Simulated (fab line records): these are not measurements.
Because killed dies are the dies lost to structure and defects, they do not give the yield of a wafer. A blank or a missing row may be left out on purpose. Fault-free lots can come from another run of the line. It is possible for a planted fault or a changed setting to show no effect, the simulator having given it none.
Chamber matching | flow gf180mcu | 4 sister chambers for GF_M5_ETCH_09 on rie-diel-04
The step etches Si3N4 in CF4/O2, target depth 52 nm, time 11.6 s. 8 wafers are shown with their chamber, then 7 later ones without.

WAFERS PAIRED WITH THEIR CHAMBERS
wafer  | chamber | drypump-motor-current-A (A) | oes-product-au (a.u.)
L638.6 | 2       | 6.3                         | 0.989
L648.1 | 0       | 5.2                         | 0.968
L648.3 | 2       | 6.3                         | 0.977
L649.1 | 1       | 6.2                         | 0.972
L649.3 | 3       | 5.6                         | 0.996
L649.5 | 0       | 5.1                         | 0.969
L651.1 | 3       | 5.6                         | 0.996
L651.2 | 1       | 6.3                         | 0.985

WAFERS WITH NO CHAMBER GIVEN
wafer  | drypump-motor-current-A (A) | oes-product-au (a.u.)
L651.3 | 5.2                         | 0.961
L652.1 | 6.3                         | 0.978
L652.2 | 6.3                         | 0.984
L652.5 | 6.4                         | 0.973
L653.2 | 6.4                         | 0.970
L653.3 | 5.2                         | 0.960
L653.5 | 5.2                         | 0.964

EACH ONE'S CHAMBER
wafer  | from the rows above     | in truth
L651.3 | 0                       | 0
L652.1 | can't be placed: 2 or 1 | 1
L652.2 | can't be placed: 2 or 1 | 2
L652.5 | can't be placed: 2 or 1 | 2
L653.2 | can't be placed: 2 or 1 | 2
L653.3 | 0                       | 0
L653.5 | 0                       | 0
Correctly placed: 3 of 7. From these rows, 4 cannot be placed; in 4 the true chamber is one of the candidates. Placed wrongly: 0.
How it was worked out, from the rows above alone: a wafer's distance from a chamber is the root of the sum, over the readings, of the square of ((its reading less the chamber's mean) divided by the reading's scatter). If the next closest chamber is less than 2 further off than the closest, the wafer can't be placed; otherwise it belongs to the closest. The mean given for a chamber averages the wafers shown for that chamber. The scatter is the square root of a quotient: the sum, over the shown wafers, of each reading's squared deviation from its chamber's mean, divided by wafers minus chambers.
